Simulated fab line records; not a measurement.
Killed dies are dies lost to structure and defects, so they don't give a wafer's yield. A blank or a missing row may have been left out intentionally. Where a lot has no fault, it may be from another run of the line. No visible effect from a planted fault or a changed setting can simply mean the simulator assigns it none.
Which tool did it?	flow gf180mcu	36 wafers from 12 lots sampled at 6 of the route's 602 steps

WHAT THE GAUGES SHOWED, per wafer
GF_NWELL_TW_MEAS_11.
lot	measured	on	NWELL_TW
L105	day 3 08:17	film-metro-03	1581 1579 1582
L106	day 3 12:29	film-metro-02	1566 1572 1574
L107	day 3 22:04	film-metro-03	1643 1646 1650
L108	day 4 03:30	film-metro-04	1678 1672 1662
L109	day 4 06:14	film-metro-02	1580 1583 1580
L111	day 4 19:41	film-metro-04	1670 1669 1669
L118	day 6 07:53	film-metro-03	1574 1576 1567
L120	day 6 18:47	film-metro-03	1573 1575 1576
L121	day 6 23:11	film-metro-03	1567 1578 1568
L123	day 7 09:41	film-metro-03	1566 1565 1573
L126	day 8 04:11	film-metro-04	1586 1585 1583
L127	day 8 10:37	film-metro-02	1568 1573 1569

GF_VT_IMPLANT_RS_MEAS_47: uses a four-point probe to measure.
lot	measured	on	NWELL_RS (ohm/sq)
L105	day 7 14:58	film-metro-03	489.4 490.2 491.7
L106	day 7 19:46	film-metro-03	489.7 488.5 488.6
L107	day 8 07:19	film-metro-04	430.8 432.7 432.0
L108	day 8 12:56	film-metro-04	432.7 432.4 431.6
L109	day 8 16:47	film-metro-02	491.6 492.4 492.5
L111	day 9 10:01	film-metro-02	431.0 430.6 431.9
L118	day 11 07:31	film-metro-03	490.2 491.4 488.9
L120	day 11 21:00	film-metro-03	488.8 489.6 489.9
L121	day 12 02:52	film-metro-02	489.6 490.7 491.4
L123	day 12 14:02	film-metro-02	491.6 491.4 491.7
L126	day 13 14:15	film-metro-04	490.8 489.4 491.0
L127	day 13 21:59	film-metro-04	490.7 492.0 492.8

GF_CONTACT_CD_MEAS_14: target cd 220 nm.
lot	measured	on	cd-nm (nm)
L105	day 16 05:32	cd-sem-02	221.7 222.5 221.0
L106	day 16 10:44	cd-sem-01	217.7 217.7 218.0
L107	day 17 04:29	cd-sem-02	220.5 220.6 220.2
L108	day 17 10:09	cd-sem-02	219.0 220.0 220.0
L109	day 17 16:33	cd-sem-01	222.7 223.8 221.9
L111	day 18 15:51	cd-sem-02	219.9 218.9 218.3
L118	day 21 03:53	cd-sem-01	219.9 218.4 219.6
L120	day 21 16:14	cd-sem-02	221.6 221.7 221.8
L121	day 22 02:12	cd-sem-02	219.8 218.2 218.6
L123	day 22 15:23	cd-sem-02	219.2 218.7 220.1
L126	day 23 23:03	cd-sem-01	220.8 221.8 221.3
L127	day 24 02:04	cd-sem-02	222.1 221.0 222.5

WHAT TOOL EACH LOT RAN ON (gives the tool, then ch and the chambers of the sampled wafers, and finally the start)
lot	GF_NWELL_IMPLANT_09	GF_MVSD_STRIP_10	GF_VT_IMPLANT_STRIP_42
L105	implanter-02 ch 0, day 3 08:02	plasma-asher-04 ch 0,1, day 4 12:01	plasma-asher-01 ch 0, day 7 14:32
L106	implanter-02 ch 0, day 3 12:14	plasma-asher-02 ch 0,1, day 4 15:44	plasma-asher-03 ch 0,1, day 7 19:20
L107	implanter-02 ch 0, day 3 21:11	plasma-asher-02 ch 0,1, day 5 01:41	plasma-asher-03 ch 0,1, day 8 06:53
L108	implanter-03 ch 0, day 4 02:57	plasma-asher-02 ch 0,1, day 5 06:52	plasma-asher-01 ch 0,1, day 8 12:29
L109	implanter-03 ch 0, day 4 05:59	plasma-asher-04 ch 0, day 5 10:35	plasma-asher-03 ch 0, day 8 16:20
L111	implanter-03 ch 0, day 4 19:08	plasma-asher-03 ch 0,1, day 6 01:01	plasma-asher-03 ch 0,1, day 9 09:35
L118	implanter-04 ch 0, day 6 07:38	plasma-asher-03 ch 0,1, day 7 15:19	plasma-asher-03 ch 0,1, day 11 07:05
L120	implanter-04 ch 0, day 6 18:32	plasma-asher-02 ch 0,1, day 8 03:11	plasma-asher-03 ch 0,1, day 11 20:34
L121	implanter-04 ch 0, day 6 22:56	plasma-asher-03 ch 0,1, day 8 08:07	plasma-asher-02 ch 0,1, day 12 02:26
L123	implanter-03 ch 0, day 7 09:26	plasma-asher-03 ch 0,1, day 8 18:38	plasma-asher-02 ch 0,1, day 12 13:35
L126	implanter-02 ch 0, day 8 03:56	plasma-asher-02 ch 0,1, day 9 14:16	plasma-asher-03 ch 0,1, day 13 13:49
L127	implanter-03 ch 0, day 8 10:23	plasma-asher-02 ch 0,1, day 9 21:16	plasma-asher-03 ch 0,1, day 13 21:34
- GF_NWELL_IMPLANT_09
- GF_MVSD_STRIP_10: strips in O2/N2.
- GF_VT_IMPLANT_STRIP_42: strips in O2/N2.

AS READ BY THE TOOLS THEMSELVES (means over the sampled wafers that have a number; for cases with no such wafer, the mark the record gives instead)
GF_MVSD_STRIP_10.
lot	tool	drypump-motor-current-A (A)	heater-power-w (W)	oes-product-au (a.u.)	strip-time-to-endpoint-s (s)
L105	plasma-asher-04	6.3	304	0.724	36.91
L106	plasma-asher-02	5.9	340	0.724	37.08
L107	plasma-asher-02	5.9	341	0.727	36.89
L108	plasma-asher-02	5.9	334	0.719	36.81
L109	plasma-asher-04	5.9	325	0.723	37.01
L111	plasma-asher-03	5.7	348	0.723	36.90
L118	plasma-asher-03	5.9	366	0.724	37.05
L120	plasma-asher-02	5.9	334	0.722	36.85
L121	plasma-asher-03	5.7	350	0.724	36.94
L123	plasma-asher-03	5.9	358	0.722	36.99
L126	plasma-asher-02	5.9	334	0.724	37.10
L127	plasma-asher-02	5.9	339	0.723	36.95

GF_VT_IMPLANT_STRIP_42.
lot	tool	drypump-motor-current-A (A)	heater-power-w (W)	oes-product-au (a.u.)	strip-time-to-endpoint-s (s)
L105	plasma-asher-01	5.1	397	0.717	12.44
L106	plasma-asher-03	5.7	349	0.720	12.40
L107	plasma-asher-03	5.7	348	0.714	12.37
L108	plasma-asher-01	5.3	377	0.714	12.44
L109	plasma-asher-03	6.1	367	0.714	12.38
L111	plasma-asher-03	5.7	351	0.716	12.41
L118	plasma-asher-03	5.9	362	0.717	12.37
L120	plasma-asher-03	5.7	355	0.714	12.39
L121	plasma-asher-02	5.9	334	0.714	12.38
L123	plasma-asher-02	5.5	327	0.713	12.40
L126	plasma-asher-03	5.9	366	0.718	12.43
L127	plasma-asher-03	5.9	364	0.722	12.37

THE ANSWER, worked out from the rows above alone
Rule: the lots themselves supply what counts as usual. Put in order of their means at a reading, lots are off if they are a third of the lots or fewer, leave a main group of 4 or more, and stand apart from it by a gap of 3 or more times the standard deviation of the main group's means; of several such gaps the widest counts. A main group whose means are all the same, to the digits that the tables above print for the reading, isn't used. A lot without any number at a reading at which 4 lots or more have one is off too. Any other lot the step has rows for is counted as sound. Order of review: gauges by route order, followed by the tools' own readings, for which a lot's mean as printed above is used. At the first step where some lot is off, the reading lying furthest off is the one used; lots without a number count as furthest.
Off: L107, L108, L111, seen at GF_NWELL_TW_MEAS_11 (NWELL_TW). Mean 1575 and standard deviation 5.5 in the main group.
If a tool, at a process step before that reading, ran all the lots that are off and no sound lot after the first of them, it fits. Gauges at GF_NWELL_TW_MEAS_11: tried the same way as those tools. Of those tried, none fits.

WHAT THE SIMULATOR PUT IN
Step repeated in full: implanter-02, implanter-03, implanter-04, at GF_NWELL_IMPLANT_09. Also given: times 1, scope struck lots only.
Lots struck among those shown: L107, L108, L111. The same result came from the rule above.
